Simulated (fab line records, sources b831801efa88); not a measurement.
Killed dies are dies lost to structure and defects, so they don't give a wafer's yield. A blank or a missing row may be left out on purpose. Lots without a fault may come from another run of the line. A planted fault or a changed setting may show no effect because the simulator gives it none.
Which tool did it? | flow sky130 | 11 lots, 33 wafers sampled, at 3 steps of a route of 708

WHAT THE GAUGES READ, wafer by wafer
SKY_SD_N_RS_MEAS_16: measures by four-point-probe.
lot  | measured     | on            | SD_N_RS (ohm/sq)
L115 | day 28 09:53 | film_metro-01 | 68.87 68.80 68.76
L118 | day 29 15:13 | film_metro-02 | 68.77 68.93 69.02
L119 | day 29 19:53 | film_metro-02 | 69.02 68.86 69.00
L122 | day 30 19:50 | film_metro-04 | 69.04 68.86 69.06
L128 | day 32 13:53 | film_metro-04 | 70.78 70.69 70.79
L129 | day 32 23:37 | film_metro-04 | 70.95 70.91 70.87
L130 | day 33 15:18 | film_metro-04 | 68.87 69.25 68.95
L131 | day 33 19:52 | film_metro-02 | 68.85 68.77 68.87
L132 | day 33 22:28 | film_metro-04 | 68.98 68.83 68.95
L136 | day 35 02:53 | film_metro-01 | 68.52 68.76 68.58
L137 | day 36 02:38 | film_metro-01 | 68.66 68.39 68.60

WHICH TOOL RAN EACH LOT (tool, then ch and the chambers of the sampled wafers, then the start)
lot  | SKY_LDD_HVP_STRIP_09                 | SKY_SD_N_IMPLANT_10
L115 | plasma_asher-02 ch 0,1, day 22 02:38 | implanter-03 ch 0, day 28 09:22
L118 | plasma_asher-03 ch 0,1, day 23 09:58 | implanter-03 ch 0, day 29 14:41
L119 | plasma_asher-02 ch 0,1, day 23 15:59 | implanter-04 ch 0, day 29 19:22
L122 | plasma_asher-03 ch 0,1, day 24 17:03 | implanter-03 ch 0, day 30 19:19
L128 | plasma_asher-02 ch 0,1, day 26 13:16 | implanter-03 ch 0, day 32 13:21
L129 | plasma_asher-02 ch 0,1, day 27 01:18 | implanter-03 ch 0, day 32 23:05
L130 | plasma_asher-03 ch 0,1, day 27 18:48 | implanter-04 ch 0, day 33 14:46
L131 | plasma_asher-02 ch 0,1, day 27 20:47 | implanter-01 ch 0, day 33 19:20
L132 | plasma_asher-02 ch 0, day 28 02:08   | implanter-04 ch 0, day 33 21:56
L136 | plasma_asher-02 ch 0,1, day 29 09:26 | implanter-04 ch 0, day 35 02:21
L137 | plasma_asher-03 ch 0,1, day 30 07:25 | implanter-04 ch 0, day 36 02:05
- SKY_LDD_HVP_STRIP_09: strips in O2/N2.
- SKY_SD_N_IMPLANT_10

THE ANSWER, worked out from the rows above alone
Rule: what is usual is taken from the lots themselves. Put in order of their means at a reading, lots are off if they are a third of the lots or fewer, leave a main group of 4 or more, and stand apart from it by a gap of 3 or more times the standard deviation of the main group's means; of several such gaps the widest counts. A main group whose means are all the same, to the digits that the tables above print for the reading, isn't used. A lot without any number at a reading at which 4 lots or more have one is off too. The other lots that the step has rows for count as sound.
Off: L128, L129, at SKY_SD_N_RS_MEAS_16 (SD_N_RS). The main group: mean 68.85 ohm/sq, standard deviation 0.15.
A tool fits if, at a process step before that reading, it ran every lot that is off, and no sound lot after the first of them. The gauges at SKY_SD_N_RS_MEAS_16 are tried like those tools. One fits: implanter-03 at SKY_SD_N_IMPLANT_10. Its last sound lot is L122 (day 30 19:19), its first lot that is off L128 (day 32 13:21): a fault that began between those two fits.

WHAT THE SIMULATOR HAD PUT IN
Process parameter drift: implanter-03, from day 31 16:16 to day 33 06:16, at SKY_SD_N_IMPLANT_10. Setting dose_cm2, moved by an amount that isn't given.
Lots struck among those shown: L128, L129. The rule above found the same.
